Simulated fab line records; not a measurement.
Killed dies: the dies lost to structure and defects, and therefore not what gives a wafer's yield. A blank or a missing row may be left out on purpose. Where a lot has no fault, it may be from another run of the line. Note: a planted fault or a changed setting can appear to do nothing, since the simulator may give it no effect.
Lot-split experiment || flow gf180mcu || 23 wafers read from 5 lots, route of 602 steps

## ABOUT THE SPLIT
At GF_MVPSD_STRIP_10 (strips in O2/N2), the setting pressure-mtorr was moved away from the recipe's 1500 mTorr on 20 of the 23 wafers read, by -6.9% to +12.7%. All remaining wafers had this setting at the recipe value.

The reading comes from the split's own step.

## THE READING
oes-product-au, in a.u., at GF_MVPSD_STRIP_10 (strips in O2/N2). A value of 0.723 a.u. with a standard deviation of 0.0048 a.u. is what fault-free wafers of this fab line usually give.

{"wafer": "L079.2", "tool, chamber at the split": "plasma-asher-01, 0", "pressure-mtorr as run, mTorr": 1673, "against the recipe": "+11.5%", "oes-product-au, a.u.": 0.738, "against lot-mates on the recipe": "no lot-mate on the recipe"}
{"wafer": "L079.3", "tool, chamber at the split": "plasma-asher-01, 0", "pressure-mtorr as run, mTorr": 1673, "against the recipe": "+11.5%", "oes-product-au, a.u.": 0.738, "against lot-mates on the recipe": "no lot-mate on the recipe"}
{"wafer": "L079.4", "tool, chamber at the split": "plasma-asher-01, 1", "pressure-mtorr as run, mTorr": 1673, "against the recipe": "+11.5%", "oes-product-au, a.u.": 0.736, "against lot-mates on the recipe": "no lot-mate on the recipe"}
{"wafer": "L079.5", "tool, chamber at the split": "plasma-asher-01, 0", "pressure-mtorr as run, mTorr": 1673, "against the recipe": "+11.5%", "oes-product-au, a.u.": 0.739, "against lot-mates on the recipe": "no lot-mate on the recipe"}
{"wafer": "L079.6", "tool, chamber at the split": "plasma-asher-01, 1", "pressure-mtorr as run, mTorr": 1673, "against the recipe": "+11.5%", "oes-product-au, a.u.": 0.727, "against lot-mates on the recipe": "no lot-mate on the recipe"}
{"wafer": "L080.2", "tool, chamber at the split": "plasma-asher-04, 1", "pressure-mtorr as run, mTorr": 1500, "against the recipe": "recipe", "oes-product-au, a.u.": 0.729, "against lot-mates on the recipe": "-"}
{"wafer": "L080.5", "tool, chamber at the split": "plasma-asher-04, 0", "pressure-mtorr as run, mTorr": 1500, "against the recipe": "recipe", "oes-product-au, a.u.": 0.718, "against lot-mates on the recipe": "-"}
{"wafer": "L080.6", "tool, chamber at the split": "plasma-asher-04, 1", "pressure-mtorr as run, mTorr": 1500, "against the recipe": "recipe", "oes-product-au, a.u.": 0.721, "against lot-mates on the recipe": "-"}
{"wafer": "L081.1", "tool, chamber at the split": "plasma-asher-04, 0", "pressure-mtorr as run, mTorr": 1397, "against the recipe": "-6.9%", "oes-product-au, a.u.": 0.718, "against lot-mates on the recipe": "no lot-mate on the recipe"}
{"wafer": "L081.2", "tool, chamber at the split": "plasma-asher-04, 1", "pressure-mtorr as run, mTorr": 1397, "against the recipe": "-6.9%", "oes-product-au, a.u.": 0.711, "against lot-mates on the recipe": "no lot-mate on the recipe"}
{"wafer": "L081.3", "tool, chamber at the split": "plasma-asher-04, 1", "pressure-mtorr as run, mTorr": 1397, "against the recipe": "-6.9%", "oes-product-au, a.u.": 0.711, "against lot-mates on the recipe": "no lot-mate on the recipe"}
{"wafer": "L081.4", "tool, chamber at the split": "plasma-asher-04, 0", "pressure-mtorr as run, mTorr": 1397, "against the recipe": "-6.9%", "oes-product-au, a.u.": 0.715, "against lot-mates on the recipe": "no lot-mate on the recipe"}
{"wafer": "L081.5", "tool, chamber at the split": "plasma-asher-04, 1", "pressure-mtorr as run, mTorr": 1397, "against the recipe": "-6.9%", "oes-product-au, a.u.": 0.716, "against lot-mates on the recipe": "no lot-mate on the recipe"}
{"wafer": "L082.1", "tool, chamber at the split": "plasma-asher-04, 1", "pressure-mtorr as run, mTorr": 1442, "against the recipe": "-3.9%", "oes-product-au, a.u.": 0.713, "against lot-mates on the recipe": "no lot-mate on the recipe"}
{"wafer": "L082.2", "tool, chamber at the split": "plasma-asher-04, 0", "pressure-mtorr as run, mTorr": 1442, "against the recipe": "-3.9%", "oes-product-au, a.u.": 0.722, "against lot-mates on the recipe": "no lot-mate on the recipe"}
{"wafer": "L082.3", "tool, chamber at the split": "plasma-asher-04, 0", "pressure-mtorr as run, mTorr": 1442, "against the recipe": "-3.9%", "oes-product-au, a.u.": 0.716, "against lot-mates on the recipe": "no lot-mate on the recipe"}
{"wafer": "L082.5", "tool, chamber at the split": "plasma-asher-04, 0", "pressure-mtorr as run, mTorr": 1442, "against the recipe": "-3.9%", "oes-product-au, a.u.": 0.713, "against lot-mates on the recipe": "no lot-mate on the recipe"}
{"wafer": "L082.6", "tool, chamber at the split": "plasma-asher-04, 1", "pressure-mtorr as run, mTorr": 1442, "against the recipe": "-3.9%", "oes-product-au, a.u.": 0.718, "against lot-mates on the recipe": "no lot-mate on the recipe"}
{"wafer": "L084.1", "tool, chamber at the split": "plasma-asher-01, 0", "pressure-mtorr as run, mTorr": 1690, "against the recipe": "+12.7%", "oes-product-au, a.u.": 0.737, "against lot-mates on the recipe": "no lot-mate on the recipe"}
{"wafer": "L084.2", "tool, chamber at the split": "plasma-asher-01, 1", "pressure-mtorr as run, mTorr": 1690, "against the recipe": "+12.7%", "oes-product-au, a.u.": 0.737, "against lot-mates on the recipe": "no lot-mate on the recipe"}
{"wafer": "L084.4", "tool, chamber at the split": "plasma-asher-01, 1", "pressure-mtorr as run, mTorr": 1690, "against the recipe": "+12.7%", "oes-product-au, a.u.": 0.733, "against lot-mates on the recipe": "no lot-mate on the recipe"}
{"wafer": "L084.5", "tool, chamber at the split": "plasma-asher-01, 0", "pressure-mtorr as run, mTorr": 1690, "against the recipe": "+12.7%", "oes-product-au, a.u.": 0.743, "against lot-mates on the recipe": "no lot-mate on the recipe"}
{"wafer": "L084.6", "tool, chamber at the split": "plasma-asher-01, 1", "pressure-mtorr as run, mTorr": 1690, "against the recipe": "+12.7%", "oes-product-au, a.u.": 0.731, "against lot-mates on the recipe": "no lot-mate on the recipe"}

THE FIT
A straight line over all 23 wafers: oes-product-au changes by +0.00117 a.u. for each +1% of pressure-mtorr; r = +0.93; the points scatter about the line by 0.0041 a.u.
Too few moved wafers with a lot-mate on the recipe to fit a line net of each lot's own level.
Tool readings at the split's step, against how far the setting was moved: oes-product-au r = +0.93; strip-time-to-endpoint-s r = -0.96.

## THE WHOLE CHAIN: every reading that the file lists as answering this split, in the file's order
{"step": "GF_MVPSD_STRIP_10", "what it does": "strips in O2/N2", "reading": "oes-product-au", "change (the file's fit)": "+0.00117 a.u. for each +1% of the setting", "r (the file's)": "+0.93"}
{"step": "GF_MVPSD_STRIP_10", "what it does": "strips in O2/N2", "reading": "strip-time-to-endpoint-s", "change (the file's fit)": "withheld for each +1% of the setting", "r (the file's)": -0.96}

## THE FILE'S OWN FIT
oes-product-au changes by +0.00117 a.u. for each +1% of pressure-mtorr, r = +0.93.
